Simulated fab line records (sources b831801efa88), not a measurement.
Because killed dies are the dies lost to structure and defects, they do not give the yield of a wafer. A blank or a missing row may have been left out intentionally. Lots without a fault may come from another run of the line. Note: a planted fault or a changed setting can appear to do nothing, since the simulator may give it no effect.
Which tool did it? :: flow gf180mcu :: Sampling: 11 lots, 32 wafers, 2 of 602 route steps

WHAT THE GAUGES SHOWED, per wafer
GF_TOP_METAL_RS_MEAS_05: a four-point-probe measurement.
lot: L388
measured: day 27 05:41
on: filmMetro-01
TOP_METAL_ALCU_RS (ohm/sq): 0.0322 0.0325 0.0325

lot: L389
measured: day 27 14:16
on: filmMetro-03
TOP_METAL_ALCU_RS (ohm/sq): 0.0324 0.0321 0.0325

lot: L390
measured: day 27 22:23
on: filmMetro-02
TOP_METAL_ALCU_RS (ohm/sq): 0.0319 0.0326 0.0328

lot: L397
measured: day 30 22:14
on: filmMetro-02
TOP_METAL_ALCU_RS (ohm/sq): 0.0218 0.0327

lot: L403
measured: day 31 22:16
on: filmMetro-01
TOP_METAL_ALCU_RS (ohm/sq): 0.0327 0.0322 0.0328

lot: L404
measured: day 32 07:55
on: filmMetro-03
TOP_METAL_ALCU_RS (ohm/sq): 0.0318 0.0317 0.0324

lot: L406
measured: day 32 14:39
on: filmMetro-03
TOP_METAL_ALCU_RS (ohm/sq): 0.0331 0.0333 0.0330

lot: L407
measured: day 32 21:02
on: filmMetro-01
TOP_METAL_ALCU_RS (ohm/sq): 0.0327 0.0329 0.0329

lot: L408
measured: day 33 03:08
on: filmMetro-03
TOP_METAL_ALCU_RS (ohm/sq): 0.0330 0.0324 0.0320

lot: L409
measured: day 33 08:16
on: filmMetro-01
TOP_METAL_ALCU_RS (ohm/sq): 0.0323 0.0328 0.0323

lot: L410
measured: day 33 16:56
on: filmMetro-02
TOP_METAL_ALCU_RS (ohm/sq): 0.0322 0.0321 0.0328

WHAT TOOL EACH LOT RAN ON (gives the tool, then ch and the chambers of the sampled wafers, and finally the start)
lot: L388
GF_TOP_METAL_SPUTTER_02: pvdSputter-02, day 27 05:34

lot: L389
GF_TOP_METAL_SPUTTER_02: pvdSputter-02, day 27 14:10

lot: L390
GF_TOP_METAL_SPUTTER_02: pvdSputter-03, day 27 22:15

lot: L397
GF_TOP_METAL_SPUTTER_02: pvdSputter-02, day 30 22:07

lot: L403
GF_TOP_METAL_SPUTTER_02: pvdSputter-03, day 31 22:10

lot: L404
GF_TOP_METAL_SPUTTER_02: pvdSputter-03, day 32 07:48

lot: L406
GF_TOP_METAL_SPUTTER_02: pvdSputter-03, day 32 14:31

lot: L407
GF_TOP_METAL_SPUTTER_02: pvdSputter-03, day 32 20:55

lot: L408
GF_TOP_METAL_SPUTTER_02: pvdSputter-03, day 33 03:02

lot: L409
GF_TOP_METAL_SPUTTER_02: pvdSputter-03, day 33 08:09

lot: L410
GF_TOP_METAL_SPUTTER_02: pvdSputter-04, day 33 16:49
- GF_TOP_METAL_SPUTTER_02: material AlCu, target thk 900 nm, time 47.82 s.

THE ANSWER, worked out from the rows above alone
Rule: what is usual is taken from the lots themselves. The widest of any qualifying gaps counts: lots, ordered by their means at a reading, are off when they make up no more than a third of the lots, leave a main group of 4 or more, and stand apart from it by 3 or more times the standard deviation of that group's means. Not used: any main group whose means are identical at the precision the tables above print for the reading. Also off: a lot with no number at a reading for which 4 or more lots have one. Where the step has rows for the other lots, those lots are counted as sound.
Off: at GF_TOP_METAL_RS_MEAS_05 (TOP_METAL_ALCU_RS), L397. The main group has a mean of 0.0325 ohm/sq with a standard deviation of 0.00029.
A tool fits if, at a process step before that reading, it ran every lot that is off, and no sound lot after the first of them. Gauges at GF_TOP_METAL_RS_MEAS_05: tried the same way as those tools. One fits: pvdSputter-02 at GF_TOP_METAL_SPUTTER_02. Its last sound lot is L389 (day 27 14:10), its first lot that is off L397 (day 30 22:07): a fault that began between those two fits.

WHAT THE SIMULATOR HAD INSERTED
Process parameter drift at GF_TOP_METAL_SPUTTER_02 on pvdSputter-02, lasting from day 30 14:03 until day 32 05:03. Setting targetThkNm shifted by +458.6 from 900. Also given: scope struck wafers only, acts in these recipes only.
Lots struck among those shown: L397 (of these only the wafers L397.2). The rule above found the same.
